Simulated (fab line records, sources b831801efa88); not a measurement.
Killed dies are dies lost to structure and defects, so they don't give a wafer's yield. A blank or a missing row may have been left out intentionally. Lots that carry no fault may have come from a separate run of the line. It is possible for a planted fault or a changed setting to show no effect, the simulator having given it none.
fab line records -- flow sky130
[record] lots = 12, wafers = 36, last_day = 50
route steps=708 shown NWELL@67 VT_ADJUST_LVTN@106 PAD_OPEN@708
lots that met no fault: from a run of the same line without faults
start_h: hours from the record's opening day to when the first of the lot's shown wafers began -- wait_h: how many hours have passed since the lot's step before this one -- " repeats the value in the row above -- L1.1+2: several wafers, shown together as one row -- - no value, or no start given -- * or withheld: withheld -- < > ~ a bound
route shown NAME@n: NAME is a module with steps in the file, n the number in the route of the first one -- usual: mean/standard deviation of fault-free wafers -- same: alike in all rows -- chamber/n: place in a boat -- sites: readings site by site -- _std_site: the values' standard deviation -- _edge_site: inner sites' mean taken away from outer sites' mean -- radius_mm: how far each site lies from the wafer's centre -- mask NAME#n: copy n -- behind: the most recent tool/chamber to have shaped the wafer -- hold: why the lot was held/for how many hours/how that ended -- device: whichever transistor did not switch (one of n, p or np) -- end of line: at the end of the route, the tests of the same wafers -- a step without rows: its recipe alone -- killed: at the first sort, the dies lost to defects and structure; wafer yield is something else -- map: shows each die of a wafer: x if killed, . if not, _ if none is there
set.NAME: the setting as run; set.NAME@STEP: as run at that earlier step -- model.NAME: the simulator's own value behind a step, which no gauge read
route steps across a sampled set of lots; one table per step, one row per wafer
services: from which hour (start_h, from the record's first day; less than 0 if before it) a tool's chamber was out of use, for how many hours, and why
[[steps]]
[step SKY_NWELL_STRIP_14]
[recipe] chemistry = O2/N2, power_w = 1400, pressure_mtorr = 1500, platen_temp_c = withheld, o2_flow_sccm = 3000, n2_flow_sccm = 300, overash_fraction = 0.5
[usual] drypump_motor_current_A = 6.0/0.39, oes_product_au = 0.722/0.0049, strip_time_to_endpoint_s = 36.92/0.09
lot.wafer,tool,chamber,start_h,wait_h,drypump_motor_current_A,oes_product_au,rf_hours_counter_h,strip_time_to_endpoint_s
L712.1,plasma_asher-02,1,115.92,0.1,5.9,0.717,44,37.05
L712.2,plasma_asher-02,0,115.92,0.1,5.5,0.715,44,37.01
L712.4,plasma_asher-02,0,115.92,0.1,5.6,0.726,-,36.94
L713.3,plasma_asher-02,0,120.30,0.1,5.6,0.724,-,36.95
L713.4,plasma_asher-02,1,120.30,0.1,5.8,0.726,-,37.09
L713.5,plasma_asher-02,1,120.30,0.1,5.9,0.721,-,36.97
L714.3,plasma_asher-04,1,131.56,0.1,6.7,0.717,-,36.84
L714.5,plasma_asher-04,0,131.56,0.1,6.2,0.731,-,36.87
L714.6,plasma_asher-04,1,131.56,0.1,6.7,0.730,-,36.84
L715.2,plasma_asher-02,1,134.18,0.1,5.9,0.723,45,36.84
L715.5,plasma_asher-02,0,134.18,0.1,5.5,0.723,-,36.78
L715.6,plasma_asher-02,1,134.18,0.1,5.9,0.728,-,36.81
L716.3,plasma_asher-04,0,142.55,0.1,6.2,0.721,-,36.91
L716.4,plasma_asher-04,1,142.55,0.1,6.6,0.725,-,36.92
L716.6,plasma_asher-04,0,142.55,0.1,6.2,0.718,-,36.89
L717.3,plasma_asher-01,1,148.40,0.1,6.2,0.719,-,36.96
L717.5,plasma_asher-01,0,148.40,0.1,5.5,0.712,-,36.91
L717.6,plasma_asher-01,1,148.40,0.1,6.2,0.728,-,37.04
L718.3,plasma_asher-01,1,150.85,0.1,6.1,0.725,-,37.03
L718.4,plasma_asher-01,0,150.85,0.1,5.5,0.723,-,37.01
L718.5,plasma_asher-01,1,150.85,0.1,6.2,0.717,-,37.02
L724.1,plasma_asher-04,1,185.26,0.1,6.7,0.717,51,37.07
L724.5,plasma_asher-04,1,185.26,0.1,6.7,0.718,-,36.99
L724.6,plasma_asher-04,0,185.26,0.1,6.2,0.718,-,37.02
L727.1,plasma_asher-02,1,203.21,0.1,5.9,0.726,52,37.06
L727.2,plasma_asher-02,0,203.21,0.1,5.6,0.725,52,37.07
L727.5,plasma_asher-02,1,203.21,0.1,5.8,0.724,-,37.07
L728.3,plasma_asher-01,1,208.91,0.1,6.1,0.718,-,37.05
L728.4,plasma_asher-01,0,208.91,0.1,5.5,0.723,-,37.04
L728.6,plasma_asher-01,0,208.91,0.1,5.5,0.728,-,36.98
L729.2,plasma_asher-02,0,219.37,0.1,5.6,0.713,54,36.72
L729.3,plasma_asher-02,1,219.37,0.1,5.9,0.711,-,36.74
L729.5,plasma_asher-02,1,219.37,0.1,5.8,0.715,-,36.80
L730.1,plasma_asher-01,0,222.13,0.1,5.5,0.715,10,36.90
L730.2,plasma_asher-01,1,222.13,0.1,6.1,0.728,10,36.95
L730.3,plasma_asher-01,0,222.13,0.1,5.5,0.728,-,36.97
[step SKY_NWELL_STRIP_25]
[recipe] chemistry = O2/N2, power_w = 1400, pressure_mtorr = 1500, platen_temp_c = withheld, o2_flow_sccm = 3000, n2_flow_sccm = 300, overash_fraction = 0.5
[usual] drypump_motor_current_A = 6.0/0.4, oes_product_au = 0.723/0.0049, strip_time_to_endpoint_s = 36.92/0.12
lot.wafer,tool,chamber,start_h,wait_h,drypump_motor_current_A,oes_product_au,rf_hours_counter_h,strip_time_to_endpoint_s
L712.1,plasma_asher-01,0,135.41,0.1,5.5,0.721,2,36.84
L712.2,plasma_asher-01,1,135.41,0.1,6.1,0.721,2,36.96
L712.4,plasma_asher-01,0,135.41,0.1,5.5,0.730,-,36.99
L713.3,plasma_asher-02,1,139.75,0.1,5.9,0.728,-,36.71
L713.4,plasma_asher-02,0,139.75,0.1,5.6,0.731,-,36.73
L713.5,plasma_asher-02,0,139.75,0.1,5.6,0.717,-,36.61
L714.3,plasma_asher-04,0,151.50,0.1,6.2,0.723,-,36.78
L714.5,plasma_asher-04,1,151.50,0.1,6.7,0.724,-,36.90
L714.6,plasma_asher-04,0,151.50,0.1,6.2,0.729,-,36.84
L715.2,plasma_asher-02,1,153.71,0.1,5.8,0.716,47,36.95
L715.5,plasma_asher-02,0,153.71,0.1,5.6,0.723,-,36.96
L715.6,plasma_asher-02,1,153.71,0.1,5.8,0.727,-,36.98
L716.3,plasma_asher-04,1,162.15,0.1,6.7,0.730,-,36.94
L716.4,plasma_asher-04,0,162.15,0.1,6.2,0.724,-,36.96
L716.6,plasma_asher-04,0,162.15,0.1,6.2,0.730,-,36.95
L717.3,plasma_asher-04,0,168.60,0.1,6.2,0.724,-,36.88
L717.5,plasma_asher-04,1,168.60,0.1,6.7,0.724,-,36.87
L717.6,plasma_asher-04,0,168.60,0.1,6.2,0.717,-,37.02
L718.3,plasma_asher-04,1,171.40,0.1,6.7,0.719,-,36.79
L718.4,plasma_asher-04,0,171.40,0.1,6.2,0.721,-,36.97
L718.5,plasma_asher-04,1,171.40,0.1,6.7,0.728,-,36.93
L724.1,plasma_asher-02,1,206.73,0.1,5.8,0.718,53,36.90
L724.5,plasma_asher-02,0,206.73,0.1,5.5,0.714,-,36.96
L724.6,plasma_asher-02,1,206.73,0.1,5.9,0.723,-,36.96
L727.1,plasma_asher-04,1,224.06,0.1,6.7,0.724,54,36.72
L727.2,plasma_asher-04,0,224.06,0.1,6.2,0.713,54,36.92
L727.5,plasma_asher-04,1,224.06,0.1,6.6,0.730,-,36.90
L728.3,plasma_asher-02,1,230.35,0.1,5.9,0.728,-,36.90
L728.4,plasma_asher-02,0,230.35,0.1,5.5,0.720,-,36.97
L728.6,plasma_asher-02,0,230.35,0.1,5.6,0.724,-,37.07
L729.2,plasma_asher-04,1,240.92,0.1,6.7,0.724,56,37.05
L729.3,plasma_asher-04,0,240.92,0.1,6.2,0.728,-,37.11
L729.5,plasma_asher-04,0,240.92,0.1,6.2,0.726,-,37.11
L730.1,plasma_asher-04,0,243.51,0.1,6.2,0.721,56,36.90
L730.2,plasma_asher-04,1,243.51,0.1,6.7,0.726,56,36.78
L730.3,plasma_asher-04,1,243.51,0.1,6.7,0.723,-,36.80
[step SKY_VT_ADJUST_LVTN_STRIP_09]
[recipe] chemistry = O2/N2, power_w = 1400, pressure_mtorr = 1500, platen_temp_c = withheld, o2_flow_sccm = 3000, n2_flow_sccm = 300, overash_fraction = 0.5
[usual] drypump_motor_current_A = 5.8/0.38, oes_product_au = 0.722/0.0044, strip_time_to_endpoint_s = 36.65/0.12
lot.wafer,tool,chamber,start_h,wait_h,drypump_motor_current_A,oes_product_au,rf_hours_counter_h,strip_time_to_endpoint_s
L712.1,plasma_asher-02,1,176.06,0.1,5.9,0.715,49,36.72
L712.2,plasma_asher-02,0,176.06,0.1,5.6,0.725,49,36.60
L712.4,plasma_asher-02,1,176.06,0.1,5.9,0.730,-,36.70
L713.3,plasma_asher-03,1,180.96,0.1,6.3,0.721,-,36.68
L713.4,plasma_asher-03,0,180.96,0.1,5.2,0.726,-,36.68
L713.5,plasma_asher-03,0,180.96,0.1,5.2,0.719,-,36.72
L714.3,plasma_asher-02,1,193.85,0.1,5.8,0.722,-,36.77
L714.5,plasma_asher-02,0,193.85,0.1,5.6,0.721,-,36.87
L714.6,plasma_asher-02,1,193.85,0.1,5.8,0.717,-,36.78
L715.2,plasma_asher-03,1,196.62,0.1,6.3,0.728,40,36.63
L715.5,plasma_asher-03,1,196.62,0.1,6.3,0.721,-,36.55
L715.6,plasma_asher-03,0,196.62,0.1,5.2,0.720,-,36.58
L716.3,plasma_asher-03,1,205.55,0.1,6.3,0.724,-,36.54
L716.4,plasma_asher-03,0,205.55,0.1,5.2,0.713,-,36.59
L716.6,plasma_asher-03,0,205.55,0.1,5.2,0.726,-,36.47
L717.3,plasma_asher-01,1,211.20,0.1,6.1,0.727,-,36.66
L717.5,plasma_asher-01,1,211.20,0.1,6.1,0.730,-,36.74
L717.6,plasma_asher-01,0,211.20,0.1,5.5,0.723,-,36.74
L718.3,plasma_asher-01,1,213.55,0.1,6.1,0.724,-,36.63
L718.4,plasma_asher-01,0,213.55,0.1,5.5,0.721,-,36.76
L718.5,plasma_asher-01,0,213.55,0.1,5.5,0.723,-,36.71
L724.1,plasma_asher-03,0,251.41,0.1,5.2,0.716,46,36.65
L724.5,plasma_asher-03,1,251.41,0.1,6.3,0.716,-,36.74
L724.6,plasma_asher-03,0,251.41,0.1,5.2,0.724,-,36.70
L727.1,plasma_asher-01,0,270.77,0.1,5.5,0.719,15,36.72
L727.2,plasma_asher-01,1,270.77,0.1,6.1,0.719,15,36.76
L727.5,plasma_asher-01,1,270.77,0.1,6.1,0.724,-,36.74
L728.3,plasma_asher-01,0,277.11,0.1,5.5,0.724,-,36.50
L728.4,plasma_asher-01,1,277.11,0.1,6.1,0.727,-,36.43
L728.6,plasma_asher-01,0,277.11,0.1,5.5,0.719,-,36.56
L729.2,plasma_asher-02,1,289.76,0.1,5.8,0.727,61,36.68
L729.3,plasma_asher-02,1,289.76,0.1,5.8,0.727,-,36.68
L729.5,plasma_asher-02,1,289.76,0.1,5.9,0.729,-,36.65
L730.1,plasma_asher-02,0,293.67,0.1,5.6,0.720,61,36.65
L730.2,plasma_asher-02,1,293.67,0.1,5.8,0.724,61,36.67
L730.3,plasma_asher-02,1,293.67,0.1,5.8,0.724,-,36.67
[step SKY_VT_ADJUST_LVTN_COAT_13]
[recipe] resist = NOVOLAK, spin_rpm = 3000, resist_thk_nm = 1140
lot.wafer,tool,chamber,start_h,wait_h
L712.1+2+4,litho_track-03,0,186.94,0.1
L713.3+4+5,litho_track-04,0,190.98,0.1
L714.3+5+6,litho_track-03,0,204.29,0.1
L715.2+5+6,litho_track-04,0,206.66,0.1
L716.3+4+6,litho_track-03,0,215.69,0.1
L717.3+5+6,litho_track-01,0,221.78,0.1
L718.3+4+5,litho_track-01,0,224.23,0.1
L724.1+5+6,litho_track-04,0,262.88,0.1
L727.1+2+5,litho_track-03,0,282.79,0.1
L728.3+4+6,litho_track-03,0,288.99,0.1
L729.2+3+5,litho_track-01,0,302.95,0.1
L730.1+2+3,litho_track-01,0,306.28,0.1
[step SKY_VT_ADJUST_LVTN_STRIP_20]
[recipe] chemistry = O2/N2, power_w = 1400, pressure_mtorr = 1500, platen_temp_c = withheld, o2_flow_sccm = 3000, n2_flow_sccm = 300, overash_fraction = 0.5
[usual] drypump_motor_current_A = 5.8/0.36, oes_product_au = 0.716/0.0042, strip_time_to_endpoint_s = 14.16/0.044
lot.wafer,tool,chamber,start_h,wait_h,drypump_motor_current_A,oes_product_au,rf_hours_counter_h,strip_time_to_endpoint_s
L712.1,plasma_asher-01,1,197.27,0.1,6.1,0.709,8,14.20
L712.2,plasma_asher-01,0,197.27,0.1,5.5,0.720,8,14.19
L712.4,plasma_asher-01,0,197.27,0.1,5.5,0.712,-,14.13
L713.3,plasma_asher-01,0,202.60,0.1,5.5,0.722,-,14.22
L713.4,plasma_asher-01,1,202.60,0.1,6.1,0.717,-,14.22
L713.5,plasma_asher-01,0,202.60,0.1,5.5,0.710,-,14.21
L714.3,plasma_asher-02,1,214.95,0.1,5.8,0.720,-,14.11
L714.5,plasma_asher-02,1,214.95,0.1,5.9,0.716,-,14.05
L714.6,plasma_asher-02,0,214.95,0.1,5.6,0.716,-,14.05
L715.2,plasma_asher-03,0,217.56,0.1,5.2,0.719,42,14.13
L715.5,plasma_asher-03,1,217.56,0.1,6.3,0.714,-,14.17
L715.6,plasma_asher-03,0,217.56,0.1,5.2,0.726,-,14.13
L716.3,plasma_asher-01,1,226.91,0.1,6.1,0.715,-,14.11
L716.4,plasma_asher-01,0,226.91,0.1,5.5,0.716,-,14.08
L716.6,plasma_asher-01,1,226.91,0.1,6.1,0.716,-,14.09
L717.3,plasma_asher-01,1,232.06,0.1,6.1,0.722,-,14.20
L717.5,plasma_asher-01,1,232.06,0.1,6.1,0.716,-,14.18
L717.6,plasma_asher-01,0,232.06,0.1,5.5,0.712,-,14.22
L718.3,plasma_asher-03,0,234.60,0.1,5.2,0.715,-,14.18
L718.4,plasma_asher-03,1,234.60,0.1,6.3,0.716,-,14.12
L718.5,plasma_asher-03,1,234.60,0.1,6.3,0.720,-,14.11
L724.1,plasma_asher-02,0,275.77,0.1,5.6,0.718,59,14.16
L724.5,plasma_asher-02,1,275.77,0.1,5.9,0.715,-,14.19
L724.6,plasma_asher-02,0,275.77,0.1,5.6,0.715,-,14.15
L727.1,plasma_asher-02,1,295.82,0.1,5.8,0.711,61,14.77
L727.2,plasma_asher-02,0,295.82,0.1,5.5,0.727,61,14.79
L727.5,plasma_asher-02,0,295.82,0.1,5.6,0.715,-,14.80
L728.3,plasma_asher-02,1,302.51,0.1,5.9,0.715,-,14.88
L728.4,plasma_asher-02,0,302.51,0.1,5.5,0.710,-,14.89
L728.6,plasma_asher-02,0,302.51,0.1,5.5,0.718,-,14.86
L729.2,plasma_asher-01,0,316.27,0.1,5.5,0.718,20,14.14
L729.3,plasma_asher-01,0,316.27,0.1,5.5,0.716,-,14.14
L729.5,plasma_asher-01,1,316.27,0.1,6.2,0.724,-,14.13
L730.1,plasma_asher-01,0,319.81,0.1,5.5,0.717,20,14.16
L730.2,plasma_asher-01,1,319.81,0.1,6.1,0.718,20,14.16
L730.3,plasma_asher-01,0,319.81,0.1,5.5,0.717,-,14.14
[step SKY_PAD_OPEN_PROBE_99]
[usual] killed_at_M0_to_M3 = 43/7.7, killed_at_M4_up = 2.9/1.7, killed_at_contacts = 24/5.5, killed_at_front_end = 15/4, killed_at_other = 0.4/0.66, killed_dies = 86/9.4, killed_open = 47/6.7, killed_short = 38/6.2
[same] gross_dies = 492, killed_at_back_side = 0
lot.wafer,tool,chamber,start_h,wait_h,killed_at_M0_to_M3,killed_at_M4_up,killed_at_contacts,killed_at_front_end,killed_at_other,killed_dies,killed_open,killed_short
L716.3,prober-01,-,1133.32,0.2,47,2,28,16,0,93,54,39
L716.4,prober-01,-,1133.37,0.2,43,2,28,21,0,94,56,38
L716.6,prober-01,-,1133.47,0.2,49,0,21,14,0,84,49,35
L717.3,prober-01,-,1138.75,0.2,41,5,26,9,0,81,51,29
L717.5,prober-01,-,1138.85,0.2,51,2,20,16,0,89,53,36
L717.6,prober-01,-,1138.90,0.2,57,4,23,14,0,98,51,47
L724.1,prober-01,-,1170.50,0.1,43,1,26,12,0,82,39,43
L724.5,prober-01,-,1170.70,0.2,38,2,15,11,1,67,36,31
L724.6,prober-01,-,1170.75,0.2,36,5,28,24,0,93,48,45
L727.1,prober-02,-,1183.67,0.1,33,3,20,20,0,76,43,32
L727.2,prober-02,-,1183.72,0.1,43,4,18,11,0,76,38,36
L727.5,prober-02,-,1183.87,0.2,42,1,27,17,1,88,45,43
L728.3,prober-01,-,1188.56,0.2,39,4,38,15,0,96,53,43
L728.4,prober-01,-,1188.61,0.2,38,3,18,10,1,70,33,37
L728.6,prober-01,-,1188.71,0.2,38,1,24,13,0,76,41,35
// killed by level:class
L716.3 VIA1:geometric_particle:open=17 CONTACT:geometric_particle:open=16 POLY_GATE:geometric_particle:open=6 VIA1:geometric_particle:short=6 METAL3:geometric_particle:short=6 CONTACT:geometric_particle:short=5 FIELD_ISO:geometric_particle:open=4 LI_CONTACT:geometric_particle:open=4
L716.4 VIA1:geometric_particle:open=15 CONTACT:geometric_particle:open=13 CONTACT:geometric_particle:short=9 FIELD_ISO:geometric_particle:open=7 POLY_GATE:geometric_particle:short=6 METAL1:geometric_particle:short=5 VIA2:geometric_particle:open=4 POLY_GATE:geometric_particle:open=3
L716.6 VIA1:geometric_particle:open=15 CONTACT:geometric_particle:open=9 VIA2:geometric_particle:open=9 VIA3:geometric_particle:short=6 POLY_GATE:geometric_particle:short=6 VIA3:geometric_particle:open=6 LI_CONTACT:geometric_particle:open=5 POLY_GATE:geometric_particle:open=4
L717.3 VIA1:geometric_particle:open=12 LI_CONTACT:geometric_particle:open=10 VIA3:geometric_particle:open=9 VIA2:geometric_particle:open=7 CONTACT:geometric_particle:open=6 METAL2:geometric_particle:short=5 LI_CONTACT:geometric_particle:short=4 METAL1:geometric_particle:short=3
L717.5 VIA1:geometric_particle:open=11 VIA3:geometric_particle:open=11 LI_CONTACT:geometric_particle:open=8 CONTACT:geometric_particle:open=7 VIA1:geometric_particle:short=5 VIA3:geometric_particle:short=5 FIELD_ISO:geometric_particle:short=4 METAL1:geometric_particle:short=4
L717.6 VIA3:geometric_particle:open=12 CONTACT:geometric_particle:open=10 VIA1:geometric_particle:open=9 VIA1:geometric_particle:short=8 VIA3:geometric_particle:short=7 VIA2:geometric_particle:open=6 FIELD_ISO:geometric_particle:open=5 CONTACT:geometric_particle:short=5
L724.1 LI_CONTACT:geometric_particle:open=7 CONTACT:geometric_particle:open=7 VIA1:geometric_particle:open=7 POLY_GATE:geometric_particle:open=6 METAL2:geometric_particle:short=6 VIA2:geometric_particle:open=6 VIA3:geometric_particle:short=5 METAL1:geometric_particle:short=5
L724.5 VIA1:geometric_particle:open=9 VIA2:geometric_particle:open=6 CONTACT:geometric_particle:open=5 METAL1:geometric_particle:short=5 VIA1:geometric_particle:short=4 LOCAL_INTERCONNECT:geometric_particle:short=4 VIA3:geometric_particle:short=4 POLY_GATE:geometric_particle:short=3
L724.6 CONTACT:geometric_particle:open=11 VIA3:geometric_particle:open=8 VIA1:geometric_particle:open=8 POLY_GATE:geometric_particle:short=7 CONTACT:geometric_particle:short=6 FIELD_ISO:geometric_particle:short=5 LI_CONTACT:geometric_particle:open=4 LOCAL_INTERCONNECT:geometric_particle:short=4
L727.1 CONTACT:geometric_particle:open=11 FIELD_ISO:geometric_particle:short=7 VIA3:geometric_particle:open=6 VIA1:geometric_particle:open=6 POLY_GATE:geometric_particle:open=4 VIA2:geometric_particle:open=4 FIELD_ISO:geometric_particle:open=3 POLY_GATE:geometric_particle:short=3
L727.2 VIA1:geometric_particle:open=16 CONTACT:geometric_particle:open=8 METAL1:geometric_particle:short=5 VIA1:geometric_particle:short=5 FIELD_ISO:geometric_particle:short=4 METAL2:geometric_particle:short=4 POLY_GATE:geometric_particle:short=3 LI_CONTACT:geometric_particle:short=3
L727.5 VIA1:geometric_particle:open=10 VIA2:geometric_particle:open=8 CONTACT:geometric_particle:short=7 VIA1:geometric_particle:short=7 CONTACT:geometric_particle:open=6 LI_CONTACT:geometric_particle:short=6 LI_CONTACT:geometric_particle:open=6 VIA3:geometric_particle:open=6
L728.3 CONTACT:geometric_particle:open=12 LI_CONTACT:geometric_particle:open=10 VIA1:geometric_particle:open=9 FIELD_ISO:geometric_particle:open=6 VIA2:geometric_particle:open=6 CONTACT:geometric_particle:short=6 LI_CONTACT:geometric_particle:short=5 METAL2:geometric_particle:short=5
L728.4 METAL1:geometric_particle:short=6 CONTACT:geometric_particle:short=6 CONTACT:geometric_particle:open=6 VIA2:geometric_particle:open=6 VIA1:geometric_particle:open=5 VIA1:geometric_particle:short=5 VIA3:geometric_particle:open=5 LI_CONTACT:geometric_particle:open=4
L728.6 LI_CONTACT:geometric_particle:open=12 VIA2:geometric_particle:open=7 CONTACT:geometric_particle:open=6 VIA3:geometric_particle:open=6 METAL1:geometric_particle:short=5 VIA1:geometric_particle:open=5 VIA1:geometric_particle:short=5 POLY_GATE:geometric_particle:short=4
[[services]]
tool,chamber,start_h,hours,kind
plasma_asher-01,-,98.40,7.9,repair
plasma_asher-04,-,106.46,3.0,repair
plasma_asher-01,-,108.75,9.0,pm
plasma_asher-01,0,108.75,9.0,vent_cycle
plasma_asher-01,1,108.75,9.0,vent_cycle
plasma_asher-02,-,110.00,3.7,repair
plasma_asher-01,0,117.75,-,clean
plasma_asher-01,1,117.75,-,clean
plasma_asher-01,-,144.53,1.3,repair
plasma_asher-03,-,179.08,1.6,repair
plasma_asher-04,-,219.28,1.8,repair
plasma_asher-02,-,220.40,2.8,pm
plasma_asher-04,-,258.83,0.8,repair
litho_track-04,-,265.45,-,consumable_replace:filter
plasma_asher-02,-,282.24,3.0,repair
plasma_asher-03,-,285.98,6.6,repair
[[key]]
[first_sign] step = SKY_VT_ADJUST_LVTN_STRIP_20, reading = strip_time_to_endpoint_s, direction = up, sigmas = 15, usual = *, struck = *
effect none on later readings
met_at SKY_VT_ADJUST_LVTN_COAT_13
struck_lots L727,L728
tester_left_out L727,L728
not_acting_at SKY_NWELL_STRIP_14,SKY_NWELL_STRIP_25,SKY_VT_ADJUST_LVTN_STRIP_09
onset_between 215.69 282.79
also_fits SKY_VT_ADJUST_LVTN_STRIP_20:plasma_asher-02
[fault] kind = process_parameter_drift, tool = litho_track-03, chamber = -, onset_h = 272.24, steps = SKY_VT_ADJUST_LVTN_COAT_13, channel = resist_thk_nm, offset = 57.37, shape = step, end_h = 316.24, acts_in = these_recipes_only, stated = 1140
// tester_left_out: of these lots the tester's yield and bins aren't shown, on N5 and GAA mostly nor the transistor test; their killed dies are dies lost to structure and defects alone, not to doping, threshold or leakage, so they don't give the yield
